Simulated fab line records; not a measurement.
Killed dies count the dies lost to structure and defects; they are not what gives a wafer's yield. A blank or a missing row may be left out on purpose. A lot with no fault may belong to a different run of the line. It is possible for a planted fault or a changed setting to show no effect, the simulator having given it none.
One fault seen from 2 desks    flow gf180mcu    what lay behind the numbers comes last; until then each desk has only its own

== AT THE METROLOGY DESK ==
What the gauges read for every lot (on any tool): the sampled wafers with a number, averaged. The brackets show how far a lot's mean lies from the usual mean; more than 4 standard deviations puts the lot out of limits, marked OUT.
Columns: A = M3_ALCU_THK at GF_M3_THK_MEAS_06, usual 451 nm; B = V3_CVD_02_THK at GF_V3_THK_MEAS_03, usual 850 nm
lot   first seen here  A    B
L666  day 21 04:29     451  843
L667  day 21 17:11     455  843
L669  day 22 10:27     443  849
L670  day 22 21:01     447  862
L671  day 23 06:25     444  842
L673  day 24 03:43     453  847
L674  day 24 10:44     452  858
L675  day 24 12:06     446  836
L676  day 24 21:50     455  836
L677  day 25 06:48     447  844
L678  day 25 15:50     456  836
L683  day 26 23:55     455  851
L684  day 27 08:03     450  845
L687  day 28 00:56     442  853
This desk's verdict: no lot among the 14 shows anything out of limits.

== THE TOOL OWNER'S DESK: rieDiel-03 ==
The tool's own readings at GF_CONTACT_ETCH_17 (etches SiO2 in C4F8/O2/Ar, stops on CoSi2, target depth 860 nm): means of the sampled wafers that have a number, for each lot that ran on this tool. The brackets show how far a lot's mean lies from the usual mean; more than 4 standard deviations puts the lot out of limits, marked OUT.
Columns: A = biasW at GF_CONTACT_ETCH_17, usual 1200 W; B = oesProductAu at GF_CONTACT_ETCH_17, usual 0.815 a.u.
lot   first seen here  A               B
L666  day 16 21:00     1197            0.816
L670  day 18 12:00     1206            0.821
L673  day 19 20:00     1199            0.811
L674  day 20 06:00     1257 (+17) OUT  0.814
L677  day 21 03:00     1258 (+17) OUT  0.816
This desk's finding: out of limits on L674, L677; first on L674, day 20 06:00 (biasW at GF_CONTACT_ETCH_17). In limits: L666, L670, L673.

== ALL TOGETHER ==
An alarm could have come from the tool owner's desk at day 20 06:00, on L674, L677.
The metrology desk saw nothing out of limits.
The metrology desk holds a record of L674, L677, inside its limits.
All the named lots went through GF_CONTACT_ETCH_17 on rieDiel-03.

== WHAT THE SIMULATOR HAD INSERTED ==
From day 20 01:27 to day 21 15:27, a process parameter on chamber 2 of rieDiel-03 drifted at GF_CONTACT_ETCH_17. Setting biasW, moved by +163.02, from 1200. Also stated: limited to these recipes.
Struck lots among those shown: L674, L677.
Each desk's first reading out of limits, in hours after the fault started: the tool owner's desk, 5.
